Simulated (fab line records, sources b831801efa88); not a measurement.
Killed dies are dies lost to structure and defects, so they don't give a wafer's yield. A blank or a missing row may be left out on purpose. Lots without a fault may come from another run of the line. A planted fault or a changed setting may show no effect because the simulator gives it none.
Tool commonality check | flow sky130 | 14 lots, 42 wafers sampled

WHY IT WAS OPENED
At SKY_LDD_P_TW_MEAS_11 the reading LDD_P_TW is flagged on 2 of 14 lots. Wafers without a fault read 634, standard deviation 7.2.
Rule: a lot is flagged when every wafer of it that has a number lies more than 4 standard deviations from that mean, or none has a number. The other lots count as sound.

lot  | measured     | on            | LDD_P_TW, wafer by wafer | flag
L213 | day 18 14:24 | film_metro-01 | 623 622 621              |
L214 | day 19 00:01 | film_metro-03 | 643 641 647              |
L215 | day 19 22:04 | film_metro-02 | 634 635 633              |
L216 | day 20 12:38 | film_metro-02 | 639 641 639              |
L218 | day 20 20:34 | film_metro-02 | 636 641 635              |
L219 | day 21 13:18 | film_metro-01 | 30 29 30                 | FLAGGED
L220 | day 21 16:03 | film_metro-02 | 30 30 30                 | FLAGGED
L222 | day 22 10:46 | film_metro-01 | 623 624 625              |
L224 | day 23 06:53 | film_metro-03 | 644 640 643              |
L228 | day 24 08:25 | film_metro-01 | 625 626 624              |
L230 | day 25 04:44 | film_metro-03 | 641 641 641              |
L233 | day 26 08:07 | film_metro-02 | 638 639 636              |
L234 | day 26 18:59 | film_metro-01 | 633 631 631              |
L236 | day 28 00:35 | film_metro-02 | 636 638 639              |
The numbers of the flagged lots are 30 on average: -604 against the usual, or -84 standard deviations.

WHICH TOOL RAN EACH LOT
The record holds 2 process steps before the reading, out of a route of 708 steps. In each cell: the tool, then ch and the chambers that the sampled wafers went through, then the start.
lot  | flag    | SKY_LDD_N_STRIP_16                   | SKY_LDD_P_STRIP_10
L213 |         | plasma_asher-04 ch 0,1, day 17 08:43 | plasma_asher-03 ch 1, day 18 14:18
L214 |         | plasma_asher-03 ch 0,1, day 17 18:11 | plasma_asher-04 ch 0,1, day 18 23:55
L215 |         | plasma_asher-04 ch 0,1, day 18 14:31 | plasma_asher-02 ch 0,1, day 19 21:57
L216 |         | plasma_asher-04 ch 0,1, day 19 05:26 | plasma_asher-04 ch 0,1, day 20 12:32
L218 |         | plasma_asher-03 ch 0,1, day 19 13:35 | plasma_asher-04 ch 0,1, day 20 20:27
L219 | FLAGGED | plasma_asher-04 ch 0,1, day 20 05:44 | plasma_asher-04 ch 0,1, day 21 13:12
L220 | FLAGGED | plasma_asher-04 ch 0,1, day 20 08:34 | plasma_asher-02 ch 0,1, day 21 15:56
L222 |         | plasma_asher-04 ch 0,1, day 21 03:34 | plasma_asher-04 ch 0,1, day 22 10:41
L224 |         | plasma_asher-04 ch 0,1, day 22 00:37 | plasma_asher-03 ch 0,1, day 23 06:47
L228 |         | plasma_asher-01 ch 0,1, day 23 01:58 | plasma_asher-03 ch 0,1, day 24 08:18
L230 |         | plasma_asher-01 ch 0,1, day 23 22:20 | plasma_asher-04 ch 0,1, day 25 04:38
L233 |         | plasma_asher-04 ch 0,1, day 25 02:31 | plasma_asher-02 ch 0,1, day 26 08:02
L234 |         | plasma_asher-04 ch 0,1, day 25 13:29 | plasma_asher-02 ch 0,1, day 26 18:53
L236 |         | plasma_asher-03 ch 0,1, day 26 19:41 | plasma_asher-02 ch 0,1, day 28 00:29
What these steps do:
- SKY_LDD_N_STRIP_16: strips in O2/N2.
- SKY_LDD_P_STRIP_10: strips in O2/N2.
- SKY_LDD_P_TW_MEAS_11

FLAGGED OVER TOTAL, TOOL BY TOOL (the gauges that took the reading come last)
step                 | tool            | lots run | flagged | share of the flagged lots | sound lots run after its first flagged lot
SKY_LDD_N_STRIP_16   | plasma_asher-01 | 2        | 0       | none                      | -
SKY_LDD_N_STRIP_16   | plasma_asher-03 | 3        | 0       | none                      | -
SKY_LDD_N_STRIP_16   | plasma_asher-04 | 9        | 2       | all                       | 4 (L222,L224,L233,L234)
SKY_LDD_P_STRIP_10   | plasma_asher-02 | 5        | 1       | some                      | 3 (L233,L234,L236)
SKY_LDD_P_STRIP_10   | plasma_asher-03 | 3        | 0       | none                      | -
SKY_LDD_P_STRIP_10   | plasma_asher-04 | 6        | 1       | some                      | 2 (L222,L230)
SKY_LDD_P_TW_MEAS_11 | film_metro-01   | 5        | 1       | some                      | 3 (L222,L228,L234)
SKY_LDD_P_TW_MEAS_11 | film_metro-02   | 6        | 1       | some                      | 2 (L233,L236)
SKY_LDD_P_TW_MEAS_11 | film_metro-03   | 3        | 0       | none                      | -

WHAT THE TABLE ALLOWS
1 row of the table ran every flagged lot: plasma_asher-04 at SKY_LDD_N_STRIP_16.
- plasma_asher-04 at SKY_LDD_N_STRIP_16: 2 of its 9 lots flagged. Sound lots ran on it after the first flagged one (L222, L224, L233, L234), which a lasting fault on the whole tool wouldn't allow. On the flagged lots its readings are blank where sound lots have values: chamber_pressure_mTorr, drypump_motor_current_A, oes_product_au, strip_time_to_endpoint_s.
No row of the table ran every flagged lot and no sound lot after the first.

WHAT THE SIMULATOR HAD PUT IN
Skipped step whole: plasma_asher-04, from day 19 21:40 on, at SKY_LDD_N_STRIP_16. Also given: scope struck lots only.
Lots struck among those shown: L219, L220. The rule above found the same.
